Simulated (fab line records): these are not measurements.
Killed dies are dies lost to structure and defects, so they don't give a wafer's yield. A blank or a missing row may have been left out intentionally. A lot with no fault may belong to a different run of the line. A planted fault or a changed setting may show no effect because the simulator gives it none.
What tool caused it? | flow sky130 | 14 lots, 40 wafers sampled, at 2 steps of a route of 708

WHAT THE GAUGES READ, wafer by wafer
SKY_FIELD_ISO_THK_MEAS_25.
lot  | measured    | on            | FIELD_ISO_CVD_24_THK (nm)
L236 | day 2 09:58 | film-metro-04 | 580 578 594
L237 | day 2 12:21 | film-metro-01 | 583 580 590
L238 | day 2 17:03 | film-metro-04 | 582 596 588
L239 | day 2 22:22 | film-metro-01 | 589 597 586
L240 | day 3 07:02 | film-metro-01 | 599 598 595
L247 | day 4 15:18 | film-metro-04 | 590 594
L249 | day 5 04:54 | film-metro-04 | 591 595
L251 | day 5 14:38 | film-metro-04 | 597 595 590
L252 | day 5 18:40 | film-metro-02 | 594 588 593
L254 | day 6 03:59 | film-metro-02 | 596 597 598
L255 | day 6 12:13 | film-metro-02 | 589 595 591
L256 | day 6 14:38 | film-metro-04 | 596 595 595
L257 | day 6 21:57 | film-metro-04 | 592 587 598
L259 | day 7 13:35 | film-metro-01 | 599 610 598

SKY_SONOS_TUNNEL_CD_MEAS_07: target cd 410 nm.
lot  | measured     | on        | cd-nm (nm)
L236 | day 11 11:26 | cd-sem-01 | 410.8 410.5 409.3
L237 | day 11 14:12 | cd-sem-01 | 409.9 409.0 411.1
L238 | day 11 20:50 | cd-sem-02 | 411.2 412.8 411.4
L239 | day 12 09:44 | cd-sem-01 | 409.2 407.6 409.3
L240 | day 12 17:36 | cd-sem-01 | 409.3 410.7 407.4
L247 | day 14 20:56 | cd-sem-01 | 407.1 407.1
L249 | day 15 13:33 | cd-sem-02 | 409.8 406.6
L251 | day 16 06:14 | cd-sem-02 | 414.3 413.9 415.4
L252 | day 16 12:14 | cd-sem-02 | 407.2 407.0 406.6
L254 | day 17 07:07 | cd-sem-02 | 408.4 412.0 410.2
L255 | day 17 17:02 | cd-sem-02 | 409.2 410.9 411.2
L256 | day 17 21:34 | cd-sem-01 | 414.0 414.1 414.1
L257 | day 18 07:18 | cd-sem-02 | 409.6 410.1 407.9
L259 | day 19 22:09 | cd-sem-01 | 407.2 408.4 407.2

EACH LOT AND THE TOOL THAT RAN IT (in order: tool; ch and the chambers of the sampled wafers; start)
The record holds no process step before these readings.

WHAT THE TOOLS THEMSELVES READ (means of the sampled wafers that have a number; where no wafer has one, the mark that the record gives instead)
The record holds no such reading with a usual standard deviation.

THE ANSWER, worked out from the rows above alone
Rule: what is usual is taken from the lots themselves. Put in order of their means at a reading, lots are off if they are a third of the lots or fewer, leave a main group of 4 or more, and stand apart from it by a gap of 3 or more times the standard deviation of the main group's means; of several such gaps the widest counts. A main group is skipped when, at the precision printed for the reading in the tables above, its means are all equal. A lot without any number at a reading at which 4 lots or more have one is off too. The other lots that the step has rows for count as sound. The gauges are gone through in route order, then the tools' own readings, and for those a lot's mean is taken as printed above. The first step at which some lot is off is used, and at that step the reading that is off furthest; a lot without a number counts as furthest.
No lot is off on any of the readings shown, so nothing can be concluded from this.

WHAT WAS PUT IN BY THE SIMULATOR
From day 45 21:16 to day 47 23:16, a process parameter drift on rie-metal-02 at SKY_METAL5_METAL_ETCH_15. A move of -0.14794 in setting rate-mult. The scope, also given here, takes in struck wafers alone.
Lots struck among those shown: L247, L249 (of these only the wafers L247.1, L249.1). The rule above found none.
